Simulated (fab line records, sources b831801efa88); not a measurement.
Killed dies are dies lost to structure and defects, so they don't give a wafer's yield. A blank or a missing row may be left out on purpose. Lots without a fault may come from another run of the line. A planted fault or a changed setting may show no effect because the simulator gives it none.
fab line records | flow sky130
record lots=10 wafers=30 last_day=50
route steps=708 shown VT_ADJUST_LVTN@104 VT_ADJUST_HVTR@138 POLY_GATE@204 PAD_OPEN@708
lots that met no fault: from a run of the same line without faults
start_h: hours from the record's first day to the start of the lot's first wafer shown | wait_h: hours since the lot's step before | " the same as in the row above | L1.1+2: a row that stands for several wafers | - no value, or no start given | * or withheld: withheld | < > ~ a bound
route shown NAME@n: a module of which the file shows steps, and the number in the route of the first | usual: mean/standard deviation of fault-free wafers | same: alike in all rows | chamber/n: place in a boat | sites: the reading at each site | _std_site: their standard deviation | _edge_site: outer sites' mean less inner sites' | radius_mm: how far each site lies from the wafer's centre | mask NAME#n: copy n | behind: the tool/chamber that last shaped the wafer | hold: why the lot was held/for how many hours/how that ended | device: the transistor (n, p or np) that didn't switch | end of line: the same wafers' tests at the end of the route | a step without rows: its recipe alone | killed: dies lost to structure and defects at the first sort, not the wafer's yield | map: a wafer's dies, x killed, . not, _ none there
set.NAME: the setting as run; set.NAME@STEP: as run at that earlier step | model.NAME: the simulator's own value behind a step, which no gauge read
steps of the route over a sample of lots; a table a step, a row a wafer
services: from which hour (start_h, from the record's first day; less than 0 if before it) a tool's chamber was out of use, for how many hours, and why
## steps
# step SKY_VT_ADJUST_LVTN_OVL_MEAS_07
# usual VT_ADJUST_LVTN_OVL=-0.7/1.3
# columns lot.wafer tool chamber start_h wait_h VT_ADJUST_LVTN_OVL[nm]
L708.3 overlay-01 - 138.74 - -1.1
L708.4 " - " " -0.9
L708.5 " - " " -2.2
L712.1 overlay-01 - 165.21 - 0.1
L712.4 " - " " 0.5
L712.5 " - " " 0.2
L715.1 overlay-02 - 185.47 - -3.1
L715.2 " - " " -1.3
L715.4 " - " " -1.5
L716.1 overlay-02 - 192.71 - -1.5
L716.3 " - " " 0.5
L716.6 " - " " -1.4
L725.1 overlay-01 - 254.78 - 1.4
L725.2 " - " " 1.0
L725.3 " - " " 1.7
L727.1 overlay-01 - 265.68 - 0.3
L727.2 " - " " -0.4
L727.5 " - " " -0.3
L728.1 overlay-02 - 269.91 - -1.6
L728.3 " - " " -0.9
L728.4 " - " " -1.2
L729.2 overlay-02 - 276.56 - -2.7
L729.3 " - " " -0.9
L729.5 " - " " -2.3
L730.2 overlay-02 - 289.42 - 0.7
L730.3 " - " " 0.5
L730.5 " - " " 1.3
L731.1 overlay-02 - 295.81 - -1.4
L731.5 " - " " -1.6
L731.6 " - " " -2.5
# step SKY_VT_ADJUST_LVTN_STRIP_20
# recipe chemistry=O2/N2 power_w=1400 pressure_mtorr=1500 platen_temp_c=withheld o2_flow_sccm=3000 n2_flow_sccm=300 overash_fraction=0.5
# usual drypump_motor_current_A=5.4/0.49 oes_product_au=0.716/0.0043 strip_time_to_endpoint_s=14.04/0.039
# columns lot.wafer tool chamber start_h wait_h drypump_motor_current_A oes_product_au rf_hours_counter_h strip_time_to_endpoint_s
L708.3 plasma_asher-03 1 157.84 0.1 5.5 0.712 - 13.99
L708.4 " 0 " " 5.1 0.714 - 14.03
L708.5 " 0 " " 5.1 0.707 - 14.02
L712.1 plasma_asher-03 0 186.29 0.1 5.1 0.723 51 14.06
L712.4 " 1 " " 5.6 0.711 - 14.04
L712.5 " 0 " " 5.1 0.716 - 14.04
L715.1 plasma_asher-01 0 207.44 0.1 5.4 0.712 40 14.01
L715.2 " 1 " " 5.0 0.716 40 14.00
L715.4 " 1 " " 5.0 0.716 - 14.00
L716.1 plasma_asher-03 0 215.40 0.1 5.1 0.718 54 14.11
L716.3 " 0 " " 5.0 0.720 - 14.05
L716.6 " 0 " " 5.1 0.711 - 14.05
L725.1 plasma_asher-03 1 279.21 0.1 5.5 0.716 60 14.05
L725.2 " 0 " " 5.1 0.714 60 14.00
L725.3 " 1 " " 5.5 0.713 - 14.04
L727.1 plasma_asher-01 1 291.09 0.1 5.0 0.721 48 13.99
L727.2 " 0 " " 5.4 0.723 48 13.97
L727.5 " 0 " " 5.4 0.722 - 14.00
L728.1 plasma_asher-03 0 294.41 0.1 5.0 0.716 62 14.05
L728.3 " 1 " " 5.5 0.710 - 14.02
L728.4 " 0 " " 5.0 0.720 - 14.05
L729.2 plasma_asher-01 1 303.54 0.1 5.0 0.712 50 14.02
L729.3 " 0 " " 5.4 0.710 - 14.07
L729.5 " 1 " " 5.0 0.716 - 14.02
L730.2 plasma_asher-04 1 315.99 0.1 6.0 0.710 18 14.01
L730.3 " 0 " " 6.7 0.710 - 14.03
L730.5 " 0 " " 6.7 0.718 - 14.04
L731.1 plasma_asher-04 0 321.59 0.1 6.7 0.712 18 14.04
L731.5 " 1 " " 6.1 0.716 - 14.01
L731.6 " 0 " " 6.7 0.713 - 14.01
# step SKY_VT_ADJUST_HVTR_CD_MEAS_07
# recipe target_cd_nm=380
# usual cd_nm=379.9/2.3
# columns lot.wafer tool chamber start_h wait_h cd_nm
L708.3 cd_sem-02 - 198.71 0.1 380.5
L708.4 " - " " 378.0
L708.5 " - " " 379.0
L712.1 cd_sem-01 - 231.38 0.1 382.2
L712.4 " - " " 379.2
L712.5 " - " " 382.2
L715.1 cd_sem-02 - 254.62 0.1 379.0
L715.2 " - " " 378.1
L715.4 " - " " 378.7
L716.1 cd_sem-01 - 262.83 0.1 381.3
L716.3 " - " " 381.0
L716.6 " - " " 381.6
L725.1 cd_sem-01 - 331.07 0.1 379.7
L725.2 " - " " 380.0
L725.3 " - " " 378.6
L727.1 cd_sem-01 - 343.38 0.1 380.6
L727.2 " - " " 378.4
L727.5 " - " " 379.7
L728.1 cd_sem-01 - 346.51 0.1 379.4
L728.3 " - " " 378.2
L728.4 " - " " 378.2
L729.2 cd_sem-02 - 356.08 0.1 382.3
L729.3 " - " " 384.3
L729.5 " - " " 385.2
L730.2 cd_sem-02 - 369.18 0.1 376.7
L730.3 " - " " 378.0
L730.5 " - " " 378.5
L731.1 cd_sem-02 - 376.67 0.1 379.2
L731.5 " - " " 379.5
L731.6 " - " " 378.5
# step SKY_POLY_GATE_CVD_00
# recipe material=poly-Si target_thk_nm=180 temp_c=620 time_s=720 pressure_mtorr=200
# usual spike_tc_centre_C=621.4/1.1 spike_tc_lower_C=620.1/1.2 spike_tc_upper_C=618.9/1.3 zone_power_lower_pct=9.1/0.38 zone_power_upper_pct=8.4/0.46
# columns lot.wafer tool chamber start_h wait_h spike_tc_centre_C spike_tc_lower_C spike_tc_upper_C zone_power_lower_pct zone_power_upper_pct
L708.3 lpcvd-01 1 305.11 0.0 622.0 619.2 618.5 9.4 8.8
L708.4 " 1 " " 621.0 618.8 619.6 9.4 8.8
L708.5 " 1 " " 621.1 618.5 618.8 9.4 8.7
L712.1 lpcvd-01 1 338.83 0.0 622.6 619.2 618.0 9.4 8.8
L712.4 " 1 " " 618.9 617.8 619.6 9.4 8.8
L712.5 " 1 " " 622.5 618.3 617.5 9.4 8.8
L715.1 lpcvd-01 0 369.34 0.0 597.5 623.7 623.5 10.7 9.5
L715.2 " 0 " " 597.1 624.9 623.7 10.6 9.7
L715.4 " 0 " " 596.9 624.2 623.9 10.6 10.0
L716.1 lpcvd-01 0 380.61 0.0 596.0 624.6 623.9 10.5 9.6
L716.3 " 0 " " 598.2 623.2 621.5 10.5 9.6
L716.6 " 0 " " 598.2 623.2 623.6 10.6 9.5
L725.1 lpcvd-01 0 460.34 0.0 620.8 620.5 619.2 8.5 7.7
L725.2 " 0 " " 621.6 621.4 620.2 8.7 7.8
L725.3 " 0 " " 621.4 622.3 620.7 8.6 7.8
L727.1 lpcvd-01 0 474.65 0.0 621.5 619.7 619.4 8.5 7.9
L727.2 " 0 " " 623.0 620.5 619.2 8.7 7.8
L727.5 " 0 " " 620.6 621.3 618.1 8.6 7.9
L728.1 lpcvd-01 1 478.82 0.0 621.5 619.9 618.6 9.2 8.9
L728.3 " 1 " " 621.9 617.9 618.8 9.3 8.8
L728.4 " 1 " " 623.0 620.2 618.1 9.4 8.9
L729.2 lpcvd-01 1 488.20 0.0 622.9 618.5 617.2 9.3 8.6
L729.3 " 1 " " 621.9 619.9 616.4 9.5 8.8
L729.5 " 1 " " 620.3 620.1 615.5 9.2 8.7
L730.2 lpcvd-01 1 499.96 0.0 622.9 620.2 618.8 9.5 8.8
L730.3 " 1 " " 620.7 618.9 620.4 9.3 8.8
L730.5 " 1 " " 621.7 617.8 617.8 9.3 8.9
L731.1 lpcvd-01 1 510.23 0.0 622.4 619.9 616.7 9.4 8.7
L731.5 " 1 " " 622.9 620.5 618.5 9.4 8.8
L731.6 " 1 " " 622.4 621.8 618.1 9.4 8.8
# step SKY_POLY_GATE_THK_MEAS_01
# recipe reads=poly-Si_of_POLY_GATE_CVD_00
# usual POLY_GATE_CVD_00_THK=179.7/1.5
# columns lot.wafer tool chamber start_h wait_h hold POLY_GATE_CVD_00_THK[nm]
L708.3 film_metro-01 - 306.33 0.0 - 181.3
L708.4 " - " " - 183.1
L708.5 " - " " - 181.2
L712.1 film_metro-02 - 340.03 0.0 - 177.4
L712.4 " - " " - 178.7
L712.5 " - " " - 179.5
L715.1 film_metro-03 - 370.54 0.0 await_dispo/0.2h/release 152.0
L715.2 " - " " await_dispo/0.2h/release 157.5
L715.4 " - " " await_dispo/0.2h/release 167.8
L715.1 film_metro-03 - 370.76 0.2 - 152.0
L715.2 " - " " - 157.5
L715.4 " - " " - 168.0
L716.1 film_metro-02 - 381.81 0.0 await_dispo/0.2h/release 147.3
L716.3 " - " " await_dispo/0.2h/release 141.8
L716.6 " - " " await_dispo/0.2h/release 147.0
L716.1 film_metro-02 - 382.04 0.2 - 147.2
L716.3 " - " " - 141.9
L716.6 " - " " - 146.9
L725.1 film_metro-01 - 461.54 0.0 - 180.1
L725.2 " - " " - 180.0
L725.3 " - " " - 179.2
L727.1 film_metro-02 - 475.85 0.0 - 180.8
L727.2 " - " " - 179.6
L727.5 " - " " - 179.1
L728.1 film_metro-03 - 480.02 0.0 - 178.2
L728.3 " - " " - 177.3
L728.4 " - " " - 178.5
L729.2 film_metro-03 - 489.41 0.0 - 181.1
L729.3 " - " " - 178.9
L729.5 " - " " - 180.6
L730.2 film_metro-03 - 501.17 0.0 - 180.8
L730.3 " - " " - 181.6
L730.5 " - " " - 181.0
L731.1 film_metro-01 - 511.43 0.0 - 179.6
L731.5 " - " " - 181.5
L731.6 " - " " - 179.0
# step SKY_POLY_GATE_ETCH_17
# recipe target_depth_nm=180 stop_on=SiO2 over_etch_frac=0.56667 chemistry=HBr/Cl2 target=poly-Si icp_w=400 bias_w=100 pressure_mtorr=10 HBr_flow_sccm=150 Cl2_flow_sccm=50 time_s=70.5
# usual drypump_motor_current_A=5.8/0.44 oes_product_au=0.980/0.0076 throttle_valve_pct=33.683/0.01
# columns lot.wafer tool chamber start_h wait_h drypump_motor_current_A oes_product_au rf_hours_counter_h throttle_valve_pct
L708.3 rie_si-01 0 361.71 0.0 5.9 0.986 1 33.677
L708.4 " 2 " " 4.7 0.986 15 33.680
L708.5 " 1 " " 5.9 0.977 - 33.692
L712.1 rie_si-02 3 400.70 0.0 6.1 0.982 2 33.684
L712.4 " 2 " " 5.5 0.984 50 33.692
L712.5 " 0 " " 6.4 0.976 - 33.676
L715.1 rie_si-02 0 432.35 0.0 6.4 0.876 48 33.678
L715.2 " 3 " " 6.0 0.906 2 33.686
L715.4 " 2 " " 5.5 0.948 50 33.679
L716.1 rie_si-02 3 445.59 0.0 6.0 0.852 2 33.681
L716.3 " 0 " " 6.4 0.838 48 33.690
L716.6 " 1 " " 5.7 0.860 - 33.675
L725.1 rie_si-02 1 526.55 0.0 5.7 0.973 17 33.694
L725.2 " 3 " " 6.0 0.984 3 33.694
L725.3 " 0 " " 6.4 0.982 48 33.666
L727.1 rie_si-01 1 539.85 0.0 5.9 0.966 30 33.687
L727.2 " 2 " " 4.7 0.985 16 33.689
L727.5 " 3 " " 5.8 0.981 - 33.673
L728.1 rie_si-02 2 544.24 0.0 5.6 0.965 0 33.674
L728.3 " 3 " " 6.0 0.975 3 33.692
L728.4 " 3 " " 6.0 0.984 - 33.686
L729.2 rie_si-01 2 552.06 0.0 4.7 0.975 16 33.680
L729.3 " 0 " " 5.9 0.985 3 33.676
L729.5 " 2 " " 4.7 0.981 - 33.682
L730.2 rie_si-02 3 563.49 0.1 6.0 0.991 3 33.663
L730.3 " 1 " " 5.7 0.986 17 33.683
L730.5 " 1 " " 5.7 0.976 - 33.700
L731.1 rie_si-01 2 574.96 0.0 4.7 0.984 16 33.674
L731.5 " 0 " " 5.9 0.988 - 33.683
L731.6 " 3 " " 5.8 0.989 - 33.694
# step SKY_PAD_OPEN_PROBE_99
# usual killed_at_M0_to_M3=44/7.9 killed_at_M4_up=3.1/2 killed_at_contacts=23/4.9 killed_at_front_end=15/3.9 killed_at_other=0.2/0.49 killed_dies=86/10 killed_on_rim=17/3.9 killed_open=47/7.1 killed_short=39/7.1
# same gross_dies=492 killed_at_back_side=0
# columns lot.wafer tool chamber start_h wait_h killed_at_M0_to_M3 killed_at_M4_up killed_at_contacts killed_at_front_end killed_at_other killed_dies killed_on_rim killed_open killed_short
L708.3 prober-02 - 1071.68 0.2 49 1 28 15 0 93 18 50 43
L708.4 prober-02 - 1071.73 0.2 52 5 26 15 2 100 22 50 50
L708.5 prober-02 - 1071.78 0.2 40 0 21 16 0 77 22 44 33
L712.1 prober-02 - 1099.59 0.1 65 3 21 16 0 105 20 56 49
L712.4 prober-02 - 1099.74 0.2 50 5 25 20 1 101 24 47 54
L712.5 prober-02 - 1099.79 0.2 47 3 19 15 0 84 13 43 41
L715.1 prober-01 - 1117.27 0.1 39 2 22 16 0 79 18 43 36
L715.2 prober-01 - 1117.32 0.1 60 3 26 13 0 102 18 49 53
L715.4 prober-01 - 1117.42 0.2 44 0 24 19 0 87 17 49 38
L716.1 prober-01 - 1135.01 0.1 49 2 24 17 0 92 23 48 44
L716.3 prober-01 - 1135.11 0.2 50 3 24 22 0 99 19 50 49
L716.6 prober-01 - 1135.26 0.2 47 3 22 10 0 82 21 49 33
L725.1 prober-02 - 1173.83 0.1 41 3 20 25 0 89 22 51 38
L725.2 prober-02 - 1173.88 0.1 42 2 22 16 0 82 11 41 41
L725.3 prober-02 - 1173.93 0.2 34 2 22 15 0 73 20 43 30
L727.1 prober-01 - 1180.19 0.1 47 5 31 19 0 102 27 56 46
L727.2 prober-01 - 1180.24 0.1 31 3 25 10 0 69 11 36 33
L727.5 prober-01 - 1180.39 0.2 37 6 21 18 0 82 16 47 35
L728.1 prober-02 - 1184.29 0.1 46 4 25 17 0 92 13 46 46
L728.3 prober-02 - 1184.39 0.2 40 4 19 11 0 74 14 44 30
L728.4 prober-02 - 1184.44 0.2 55 7 15 14 0 91 14 47 44
L729.2 prober-01 - 1186.37 0.1 39 5 20 17 0 81 15 46 35
L729.3 prober-01 - 1186.42 0.2 36 0 21 11 1 69 9 41 28
L729.5 prober-01 - 1186.52 0.2 38 2 17 21 1 79 12 44 34
L730.2 prober-02 - 1195.60 0.1 46 2 39 12 0 99 21 50 49
L730.3 prober-02 - 1195.65 0.2 44 0 41 16 0 101 21 59 42
L730.5 prober-02 - 1195.75 0.2 30 4 20 14 0 68 16 34 34
L731.1 prober-01 - 1199.52 0.1 50 5 24 9 0 88 14 45 42
L731.5 prober-01 - 1199.72 0.2 45 1 24 15 1 86 20 39 47
L731.6 prober-01 - 1199.77 0.2 42 2 20 11 0 75 11 33 40
# killed by level:class
L708.3 VIA1:geometric_particle:open=15 LI_CONTACT:geometric_particle:open=10 METAL2:geometric_particle:short=8 CONTACT:geometric_particle:open=7 FIELD_ISO:geometric_particle:short=6 FIELD_ISO:geometric_particle:open=4 POLY_GATE:geometric_particle:short=4 LOCAL_INTERCONNECT:geometric_particle:short=4
L708.4 VIA1:geometric_particle:open=12 METAL2:geometric_particle:short=10 VIA3:geometric_particle:open=8 LI_CONTACT:geometric_particle:open=8 METAL1:geometric_particle:short=6 CONTACT:geometric_particle:open=6 FIELD_ISO:geometric_particle:short=4 POLY_GATE:geometric_particle:open=4
L708.5 VIA1:geometric_particle:open=9 VIA3:geometric_particle:open=8 LI_CONTACT:geometric_particle:open=7 CONTACT:geometric_particle:open=7 POLY_GATE:geometric_particle:open=5 VIA1:geometric_particle:short=5 FIELD_ISO:geometric_particle:short=4 CONTACT:geometric_particle:short=4
L712.1 VIA2:geometric_particle:open=12 VIA3:geometric_particle:open=10 VIA1:geometric_particle:open=10 FIELD_ISO:geometric_particle:short=8 METAL1:geometric_particle:short=7 CONTACT:geometric_particle:open=6 METAL2:geometric_particle:short=6 LI_CONTACT:geometric_particle:open=5
L712.4 VIA1:geometric_particle:open=17 LOCAL_INTERCONNECT:geometric_particle:short=8 CONTACT:geometric_particle:short=7 CONTACT:geometric_particle:open=7 VIA2:geometric_particle:open=7 POLY_GATE:geometric_particle:short=6 METAL1:geometric_particle:short=5 VIA2:geometric_particle:short=5
L712.5 VIA3:geometric_particle:open=12 VIA1:geometric_particle:open=10 CONTACT:geometric_particle:short=8 METAL1:geometric_particle:short=7 FIELD_ISO:geometric_particle:short=5 CONTACT:geometric_particle:open=5 VIA2:geometric_particle:open=5 VIA1:geometric_particle:short=4
L715.1 CONTACT:geometric_particle:open=10 VIA1:geometric_particle:open=10 VIA3:geometric_particle:open=6 POLY_GATE:geometric_particle:short=5 LI_CONTACT:geometric_particle:open=5 VIA2:geometric_particle:open=5 METAL1:geometric_particle:short=5 LOCAL_INTERCONNECT:geometric_particle:short=4
L715.2 CONTACT:geometric_particle:open=15 METAL1:geometric_particle:short=13 VIA1:geometric_particle:open=13 VIA1:geometric_particle:short=7 METAL3:geometric_particle:short=6 VIA3:geometric_particle:open=6 METAL2:geometric_particle:short=5 CONTACT:geometric_particle:short=4
L715.4 CONTACT:geometric_particle:open=10 METAL2:geometric_particle:short=9 LI_CONTACT:geometric_particle:open=7 VIA2:geometric_particle:open=6 VIA3:geometric_particle:open=6 METAL1:geometric_particle:short=5 VIA1:geometric_particle:open=5 FIELD_ISO:geometric_particle:short=4
L716.1 VIA2:geometric_particle:open=11 CONTACT:geometric_particle:open=10 METAL2:geometric_particle:short=8 VIA1:geometric_particle:open=8 POLY_GATE:geometric_particle:short=5 LI_CONTACT:geometric_particle:open=5 CONTACT:geometric_particle:short=5 VIA1:geometric_particle:short=5
L716.3 VIA1:geometric_particle:open=14 VIA1:geometric_particle:short=8 CONTACT:geometric_particle:open=7 METAL1:geometric_particle:short=6 POLY_GATE:geometric_particle:short=5 LI_CONTACT:geometric_particle:open=5 LOCAL_INTERCONNECT:geometric_particle:short=5 CONTACT:geometric_particle:short=5
L716.6 VIA1:geometric_particle:open=15 CONTACT:geometric_particle:open=11 VIA2:geometric_particle:open=7 VIA3:geometric_particle:short=5 VIA3:geometric_particle:open=5 METAL1:geometric_particle:short=4 VIA1:geometric_particle:short=4 FIELD_ISO:geometric_particle:open=3
L725.1 FIELD_ISO:geometric_particle:open=9 VIA1:geometric_particle:open=9 CONTACT:geometric_particle:open=7 CONTACT:geometric_particle:short=7 VIA2:geometric_particle:open=7 FIELD_ISO:geometric_particle:short=6 VIA1:geometric_particle:short=5 POLY_GATE:geometric_particle:short=5
L725.2 CONTACT:geometric_particle:open=13 VIA1:geometric_particle:open=10 METAL2:geometric_particle:short=8 VIA2:geometric_particle:open=6 FIELD_ISO:geometric_particle:short=4 POLY_GATE:geometric_particle:short=4 POLY_GATE:geometric_particle:open=4 LI_CONTACT:geometric_particle:open=4
L725.3 CONTACT:geometric_particle:open=9 LI_CONTACT:geometric_particle:open=7 POLY_GATE:geometric_particle:open=6 METAL2:geometric_particle:short=6 VIA2:geometric_particle:open=6 VIA3:geometric_particle:open=6 CONTACT:geometric_particle:short=5 FIELD_ISO:geometric_particle:open=4
L727.1 LI_CONTACT:geometric_particle:open=9 CONTACT:geometric_particle:open=9 FIELD_ISO:geometric_particle:open=7 POLY_GATE:geometric_particle:short=7 VIA1:geometric_particle:open=7 METAL2:geometric_particle:short=7 VIA2:geometric_particle:open=6 CONTACT:geometric_particle:short=5
L727.2 CONTACT:geometric_particle:open=10 VIA1:geometric_particle:open=9 LOCAL_INTERCONNECT:geometric_particle:short=7 CONTACT:geometric_particle:short=5 VIA2:geometric_particle:open=5 METAL1:geometric_particle:short=4 METAL2:geometric_particle:short=4 POLY_GATE:geometric_particle:short=3
L727.5 CONTACT:geometric_particle:open=9 VIA2:geometric_particle:open=8 LI_CONTACT:geometric_particle:open=7 FIELD_ISO:geometric_particle:short=6 VIA1:geometric_particle:open=6 VIA1:geometric_particle:short=5 FIELD_ISO:geometric_particle:open=4 VIA2:geometric_particle:short=4
L728.1 VIA3:geometric_particle:open=9 VIA2:geometric_particle:open=8 VIA1:geometric_particle:open=8 LI_CONTACT:geometric_particle:open=7 FIELD_ISO:geometric_particle:short=5 LOCAL_INTERCONNECT:geometric_particle:short=5 CONTACT:geometric_particle:short=5 METAL2:geometric_particle:short=5
L728.3 VIA2:geometric_particle:open=10 CONTACT:geometric_particle:open=6 VIA1:geometric_particle:open=6 METAL2:geometric_particle:short=6 LI_CONTACT:geometric_particle:open=6 VIA3:geometric_particle:open=5 VIA2:geometric_particle:short=5 FIELD_ISO:geometric_particle:open=4
L728.4 VIA1:geometric_particle:open=15 VIA3:geometric_particle:open=13 VIA2:geometric_particle:open=8 VIA1:geometric_particle:short=6 CONTACT:geometric_particle:short=6 METAL4:geometric_particle:short=6 FIELD_ISO:geometric_particle:short=4 POLY_GATE:geometric_particle:short=4
L729.2 VIA3:geometric_particle:open=11 CONTACT:geometric_particle:open=8 VIA1:geometric_particle:open=7 VIA2:geometric_particle:open=6 LOCAL_INTERCONNECT:geometric_particle:short=5 POLY_GATE:geometric_particle:short=4 SPACER:geometric_particle:short=4 METAL1:geometric_particle:short=4
L729.3 VIA1:geometric_particle:open=8 METAL2:geometric_particle:short=8 CONTACT:geometric_particle:open=7 LI_CONTACT:geometric_particle:open=7 VIA3:geometric_particle:open=5 POLY_GATE:geometric_particle:open=4 POLY_GATE:geometric_particle:short=4 VIA2:geometric_particle:open=4
L729.5 VIA1:geometric_particle:open=13 CONTACT:geometric_particle:open=7 FIELD_ISO:geometric_particle:open=6 METAL1:geometric_particle:short=6 POLY_GATE:geometric_particle:open=5 METAL3:geometric_particle:short=5 FIELD_ISO:geometric_particle:short=4 LI_CONTACT:geometric_particle:open=4
L730.2 CONTACT:geometric_particle:open=12 LI_CONTACT:geometric_particle:open=9 VIA1:geometric_particle:open=8 LOCAL_INTERCONNECT:geometric_particle:short=7 VIA2:geometric_particle:open=7 POLY_GATE:geometric_particle:short=6 LI_CONTACT:geometric_particle:short=6 METAL2:geometric_particle:short=6
L730.3 VIA1:geometric_particle:open=14 LI_CONTACT:geometric_particle:open=13 CONTACT:geometric_particle:open=12 CONTACT:geometric_particle:short=8 METAL1:geometric_particle:short=6 VIA3:geometric_particle:open=6 LOCAL_INTERCONNECT:geometric_particle:short=5 VIA1:geometric_particle:short=5
L730.5 VIA1:geometric_particle:short=7 CONTACT:geometric_particle:open=7 VIA1:geometric_particle:open=7 FIELD_ISO:geometric_particle:short=6 LI_CONTACT:geometric_particle:open=6 POLY_GATE:geometric_particle:open=3 LOCAL_INTERCONNECT:geometric_particle:short=3 VIA3:geometric_particle:open=3
L731.1 VIA1:geometric_particle:open=14 LI_CONTACT:geometric_particle:open=9 VIA2:geometric_particle:open=6 VIA3:geometric_particle:open=6 VIA1:geometric_particle:short=5 FIELD_ISO:geometric_particle:short=4 LOCAL_INTERCONNECT:geometric_particle:short=4 CONTACT:geometric_particle:short=4
L731.5 VIA1:geometric_particle:open=7 METAL2:geometric_particle:short=7 VIA3:geometric_particle:open=7 LI_CONTACT:geometric_particle:short=6 LOCAL_INTERCONNECT:geometric_particle:short=6 CONTACT:geometric_particle:open=6 VIA3:geometric_particle:short=5 METAL1:geometric_particle:short=4
L731.6 VIA1:geometric_particle:open=8 VIA2:geometric_particle:open=6 CONTACT:geometric_particle:open=6 CONTACT:geometric_particle:short=5 METAL3:geometric_particle:short=4 LI_CONTACT:geometric_particle:open=4 LOCAL_INTERCONNECT:geometric_particle:short=4 VIA1:geometric_particle:short=4
## services
# columns tool chamber start_h hours kind
rie_si-02 1 159.94 7.2 repair
plasma_asher-03 - 168.11 0.9 repair
lpcvd-01 - 175.22 2.8 pm
plasma_asher-04 - 177.69 2.6 repair
rie_si-01 3 191.52 4.1 repair
rie_si-01 3 201.19 5.7 repair
plasma_asher-03 - 284.00 3.3 repair
rie_si-01 3 305.08 1.9 repair
plasma_asher-04 - 306.27 1.4 repair
plasma_asher-01 - 327.62 1.0 repair
plasma_asher-03 - 334.06 2.8 pm
rie_si-02 0 377.24 15.6 repair
rie_si-01 - 390.02 2.8 pm
lpcvd-01 - 395.68 2.5 repair
plasma_asher-04 - 406.08 2.8 pm
rie_si-02 - 407.87 2.8 pm
rie_si-01 0 413.77 2.5 repair
lpcvd-01 - 417.62 1.8 repair
plasma_asher-03 - 421.25 9.0 pm
rie_si-02 - 423.06 1.2 repair
rie_si-01 - 472.92 2.0 repair
rie_si-02 2 484.11 5.1 repair
rie_si-02 3 530.17 5.5 repair
lpcvd-01 - 550.82 0.9 repair
## key
first_sign step=SKY_POLY_GATE_CVD_00 reading=spike_tc_centre_C direction=down sigmas=23 usual=621.4 struck=597.3
effect step=SKY_POLY_GATE_CVD_00 reading=zone_power_lower_pct direction=up sigmas=4 usual=9.1 struck=10.6
effect step=SKY_POLY_GATE_THK_MEAS_01 reading=visit direction=added
effect step=SKY_POLY_GATE_THK_MEAS_01 reading=POLY_GATE_CVD_00_THK direction=down sigmas=18 usual=179.7 struck=152.2
effect step=SKY_POLY_GATE_ETCH_17 reading=oes_product_au direction=down sigmas=13 usual=0.980 struck=0.880
met_at SKY_POLY_GATE_CVD_00
struck_lots L715,L716
struck_wafers L715.1,L715.2,L715.4,L716.1,L716.3,L716.6
tester_left_out L715,L716
not_acting_at SKY_VT_ADJUST_LVTN_OVL_MEAS_07,SKY_VT_ADJUST_LVTN_STRIP_20,SKY_VT_ADJUST_HVTR_CD_MEAS_07
fault kind=process_parameter_drift tool=lpcvd-01 chamber=0 onset_h=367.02 steps=SKY_POLY_GATE_CVD_00 channel=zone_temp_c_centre offset=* shape=step end_h=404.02
# tester_left_out: of these lots the tester's yield and bins aren't shown, on N5 and GAA mostly nor the transistor test; their killed dies are dies lost to structure and defects alone, not to doping, threshold or leakage, so they don't give the yield
